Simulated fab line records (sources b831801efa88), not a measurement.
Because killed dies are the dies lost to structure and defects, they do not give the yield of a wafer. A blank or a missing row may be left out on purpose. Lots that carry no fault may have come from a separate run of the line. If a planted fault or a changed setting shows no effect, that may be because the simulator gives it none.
Which of the tools did it?	flow sky130	11 lots with 32 wafers sampled at 2 steps, on a route of 708 steps

WHAT THE GAUGES SHOWED, per wafer
SKY_SPACER_THK_MEAS_01.
lot	measured	on	SPACER_CVD_00_THK (nm)
L235	day 24 03:40	film metro-03	43.2 43.2 43.1
L236	day 24 13:02	film metro-03	46.3 46.1 46.4
L237	day 24 23:10	film metro-04	46.2 46.8 46.4
L244	day 27 09:56	film metro-03	43.0 42.8 42.9
L246	day 28 04:48	film metro-04	42.7 42.5 42.8
L248	day 28 15:09	film metro-01	42.5 42.7 42.5
L251	day 30 14:31	film metro-03	43.7 43.4 43.1
L252	day 30 15:44	film metro-03	42.9 43.1 42.8
L250	day 30 16:56	film metro-03	42.6 43.1
L253	day 30 16:56	film metro-04	42.8 42.6 42.8
L254	day 30 18:08	film metro-03	43.6 43.5 43.1

WHAT TOOL EACH LOT RAN ON (gives the tool, then ch and the chambers of the sampled wafers, and finally the start)
lot	SKY_SPACER_CVD_00
L235	lpcvd-02 ch 1, day 24 02:26
L236	lpcvd-02 ch 1, day 24 11:49
L237	lpcvd-02 ch 1, day 24 21:57
L244	lpcvd-02 ch 1, day 27 08:43
L246	lpcvd-02 ch 0, day 28 03:34
L248	lpcvd-02 ch 0, day 28 13:57
L251	lpcvd-02 ch 0, day 30 13:19
L252	lpcvd-02 ch 1, day 30 14:31
L250	lpcvd-02 ch 0, day 30 15:43
L253	lpcvd-02 ch 0, day 30 15:43
L254	lpcvd-02 ch 0, day 30 16:55
- SKY_SPACER_CVD_00: deposits Si3N4 from DCS/NH3, target thk 43.1 nm, time 740 s.

THE ANSWER, worked out from the rows above alone
Rule: the usual values come from the lots themselves. The widest of any qualifying gaps counts: lots, ordered by their means at a reading, are off when they make up no more than a third of the lots, leave a main group of 4 or more, and stand apart from it by 3 or more times the standard deviation of that group's means. A main group whose means are all the same, to the digits that the tables above print for the reading, isn't used. Also off: a lot with no number at a reading for which 4 or more lots have one. All remaining lots with rows at the step are treated as sound.
Off: at SKY_SPACER_THK_MEAS_01 (SPACER_CVD_00_THK), L236, L237. Mean 43.0 nm and standard deviation 0.29 in the main group.
If a tool, at a process step before that reading, ran all the lots that are off and no sound lot after the first of them, it fits. Those tools and the gauges at SKY_SPACER_THK_MEAS_01 are tried in the same way. None of those tried fits.

WHAT WAS PUT IN BY THE SIMULATOR
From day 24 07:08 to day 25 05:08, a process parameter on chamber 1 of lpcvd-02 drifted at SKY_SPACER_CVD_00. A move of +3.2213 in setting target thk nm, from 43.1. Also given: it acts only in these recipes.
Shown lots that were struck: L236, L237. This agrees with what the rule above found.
